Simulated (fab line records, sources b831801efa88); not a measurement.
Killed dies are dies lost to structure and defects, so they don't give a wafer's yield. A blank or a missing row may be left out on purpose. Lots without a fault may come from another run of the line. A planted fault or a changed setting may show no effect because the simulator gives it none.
Which tool did it? | flow gf180mcu | 13 lots, 39 wafers sampled, at 4 steps of a route of 602

WHAT THE GAUGES READ, wafer by wafer
GF_LVPWELL_OVL_MEAS_07.
lot  | measured    | on         | LVPWELL_OVL (nm)
L918 | day 4 01:04 | overlay-01 | -0.7 -0.1 0.2
L920 | day 4 11:01 | overlay-01 | -1.2 -1.0 -2.0
L922 | day 4 23:28 | overlay-01 | 0.1 2.4 1.0
L923 | day 5 06:34 | overlay-01 | 2.2 1.3 0.8
L924 | day 5 12:16 | overlay-01 | -1.8 -1.0 -1.4
L925 | day 5 16:13 | overlay-02 | -1.5 -2.5 -2.4
L926 | day 5 22:10 | overlay-01 | 0.6 0.2 1.1
L928 | day 6 10:25 | overlay-02 | 0.1 0.0 -0.8
L930 | day 6 22:22 | overlay-02 | 1.2 0.7 1.3
L931 | day 7 03:31 | overlay-02 | 1.2 2.0 0.2
L933 | day 7 16:01 | overlay-01 | -2.2 -0.4 -1.3
L936 | day 8 07:55 | overlay-01 | 0.5 0.4 0.2
L940 | day 9 05:22 | overlay-02 | 2.1 1.7 0.7

GF_POLY_GATE_CD_MEAS_10: target cd 280 nm.
lot  | measured     | on        | cd_nm (nm)
L918 | day 9 11:52  | cd_sem-02 | 278.8 279.4 278.5
L920 | day 9 22:16  | cd_sem-01 | 280.9 279.9 281.5
L922 | day 10 16:16 | cd_sem-01 | 278.5 277.6 276.9
L923 | day 10 22:32 | cd_sem-02 | 280.0 281.6 279.9
L924 | day 11 04:07 | cd_sem-01 | 281.5 281.1 281.1
L925 | day 11 13:58 | cd_sem-02 | 278.7 278.2 278.2
L926 | day 11 20:08 | cd_sem-01 | 280.8 279.6 280.7
L928 | day 12 09:15 | cd_sem-01 | 279.0 280.0 280.6
L930 | day 13 01:18 | cd_sem-01 | 279.1 279.5 280.1
L931 | day 13 04:33 | cd_sem-01 | 281.7 282.5 282.3
L933 | day 14 00:24 | cd_sem-01 | 279.1 279.1 279.5
L936 | day 14 19:46 | cd_sem-02 | 280.4 280.3 280.2
L940 | day 15 22:55 | cd_sem-01 | 280.9 281.0 281.2

WHICH TOOL RAN EACH LOT (tool, then ch and the chambers of the sampled wafers, then the start)
lot  | GF_STI_STRIP_15                     | GF_NWELL_STRIP_10
L918 | plasma_asher-02 ch 0,1, day 2 06:29 | plasma_asher-03 ch 0, day 3 12:02
L920 | plasma_asher-03 ch 0, day 2 17:02   | plasma_asher-01 ch 0,1, day 3 22:12
L922 | plasma_asher-04 ch 0,1, day 3 02:44 | plasma_asher-03 ch 0,1, day 4 09:45
L923 | plasma_asher-04 ch 0,1, day 3 09:23 | plasma_asher-01 ch 0,1, day 4 16:23
L924 | plasma_asher-03 ch 0,1, day 3 13:05 | plasma_asher-03 ch 0,1, day 4 22:05
L925 | plasma_asher-02 ch 0,1, day 3 18:23 | plasma_asher-04 ch 0,1, day 5 01:24
L926 | plasma_asher-03 ch 0,1, day 4 00:04 | plasma_asher-01 ch 0,1, day 5 07:59
L928 | plasma_asher-02 ch 0,1, day 4 10:02 | plasma_asher-01 ch 0,1, day 5 19:36
L930 | plasma_asher-03 ch 0,1, day 4 19:38 | plasma_asher-01 ch 0,1, day 6 07:18
L931 | plasma_asher-02 ch 0,1, day 5 01:35 | plasma_asher-03 ch 0,1, day 6 12:09
L933 | plasma_asher-04 ch 1, day 5 11:44   | plasma_asher-01 ch 0,1, day 7 00:54
L936 | plasma_asher-03 ch 0,1, day 6 03:59 | plasma_asher-04 ch 0,1, day 7 15:54
L940 | plasma_asher-03 ch 0,1, day 7 00:26 | plasma_asher-03 ch 0,1, day 8 12:23
- GF_STI_STRIP_15: strips in O2/N2.
- GF_NWELL_STRIP_10: strips in O2/N2.

WHAT THE TOOLS THEMSELVES READ (means of the sampled wafers that have a number; where no wafer has one, the mark that the record gives instead)
GF_STI_STRIP_15.
lot  | tool            | drypump_motor_current_A (A) | heater_power_w (W) | n2_flow_sccm (sccm) | o2_flow_sccm (sccm) | oes_product_au (a.u.) | strip_time_to_endpoint_s (s)
L918 | plasma_asher-02 | 5.7                         | 324                | 300.2               | 3014                | 0.384                 | 3.75
L920 | plasma_asher-03 | 5.4                         | 332                | 301.4               | 3006                | 0.386                 | 3.72
L922 | plasma_asher-04 | 5.3                         | 328                | 298.9               | 2988                | 0.382                 | 3.78
L923 | plasma_asher-04 | 5.3                         | 327                | 299.2               | 3007                | 0.386                 | 3.71
L924 | plasma_asher-03 | 5.9                         | 332                | 300.8               | 3006                | 0.385                 | 3.81
L925 | plasma_asher-02 | 5.6                         | 326                | 299.4               | 2996                | 0.385                 | 3.71
L926 | plasma_asher-03 | 6.0                         | 335                | 300.1               | 2996                | 0.387                 | 3.71
L928 | plasma_asher-02 | 5.7                         | 322                | 300.1               | 3001                | 0.381                 | 3.73
L930 | plasma_asher-03 | 5.9                         | 330                | 300.2               | 3003                | 0.379                 | 3.69
L931 | plasma_asher-02 | 5.7                         | 322                | 299.6               | 3005                | 0.387                 | 3.78
L933 | plasma_asher-04 | 5.6                         | 330                | 299.1               | 2994                | 0.388                 | 3.71
L936 | plasma_asher-03 | 5.7                         | 333                | 300.4               | 2996                | 0.387                 | 3.76
L940 | plasma_asher-03 | 5.9                         | 331                | 300.4               | 2993                | 0.387                 | 3.76

GF_NWELL_STRIP_10.
lot  | tool            | drypump_motor_current_A (A) | heater_power_w (W) | n2_flow_sccm (sccm) | o2_flow_sccm (sccm) | oes_product_au (a.u.) | strip_time_to_endpoint_s (s)
L918 | plasma_asher-03 | 5.4                         | 332                | 300.1               | 2994                | 0.720                 | 36.96
L920 | plasma_asher-01 | 5.4                         | 323                | 300.3               | 2999                | 0.717                 | 36.95
L922 | plasma_asher-03 | 5.9                         | 332                | 300.7               | 3000                | 0.721                 | 36.95
L923 | plasma_asher-01 | 5.4                         | 313                | 299.8               | 3000                | 0.721                 | 37.15
L924 | plasma_asher-03 | 5.9                         | 328                | 300.1               | 3003                | 0.723                 | 37.03
L925 | plasma_asher-04 | 5.3                         | 328                | 299.7               | 3001                | 0.729                 | 37.04
L926 | plasma_asher-01 | 5.4                         | 320                | 300.0               | 3000                | 0.717                 | 37.15
L928 | plasma_asher-01 | 5.4                         | 321                | 300.1               | 2799                | 0.717                 | 37.20
L930 | plasma_asher-01 | 5.4                         | 320                | 300.8               | 2603                | 0.718                 | 37.41
L931 | plasma_asher-03 | 5.9                         | 333                | 299.6               | 3012                | 0.729                 | 36.93
L933 | plasma_asher-01 | 5.4                         | 328                | 300.1               | 2800                | 0.719                 | 37.19
L936 | plasma_asher-04 | 5.3                         | 328                | 300.7               | 2991                | 0.723                 | 37.04
L940 | plasma_asher-03 | 5.7                         | 333                | 299.9               | 3001                | 0.725                 | 36.92

THE ANSWER, worked out from the rows above alone
Rule: what is usual is taken from the lots themselves. Put in order of their means at a reading, lots are off if they are a third of the lots or fewer, leave a main group of 4 or more, and stand apart from it by a gap of 3 or more times the standard deviation of the main group's means; of several such gaps the widest counts. A main group whose means are all the same, to the digits that the tables above print for the reading, isn't used. A lot without any number at a reading at which 4 lots or more have one is off too. The other lots that the step has rows for count as sound. The gauges are gone through in route order, then the tools' own readings, and for those a lot's mean is taken as printed above. The first step at which some lot is off is used, and at that step the reading that is off furthest; a lot without a number counts as furthest.
Off: L928, L930, L933, at GF_NWELL_STRIP_10 (o2_flow_sccm). The main group: mean 3000 sccm, standard deviation 5.2.
A tool fits if, at that step or a process step before it, it ran every lot that is off, and no sound lot after the first of them. One fits: plasma_asher-01 at GF_NWELL_STRIP_10. Its last sound lot is L926 (day 5 07:59), its first lot that is off L928 (day 5 19:36): a fault that began between those two fits.
The tool's own readings at GF_NWELL_STRIP_10 bear it out: on the lots that are off they differ by more than 5 times the standard deviation of the sound lots' means. o2_flow_sccm reads 2734 sccm there against 3000 sccm on the sound lots.

WHAT THE SIMULATOR HAD PUT IN
Process parameter drift: plasma_asher-01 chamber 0, from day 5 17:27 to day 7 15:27, at GF_NWELL_STRIP_10. Setting o2_flow_sccm, moved by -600, from 3000. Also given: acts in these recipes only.
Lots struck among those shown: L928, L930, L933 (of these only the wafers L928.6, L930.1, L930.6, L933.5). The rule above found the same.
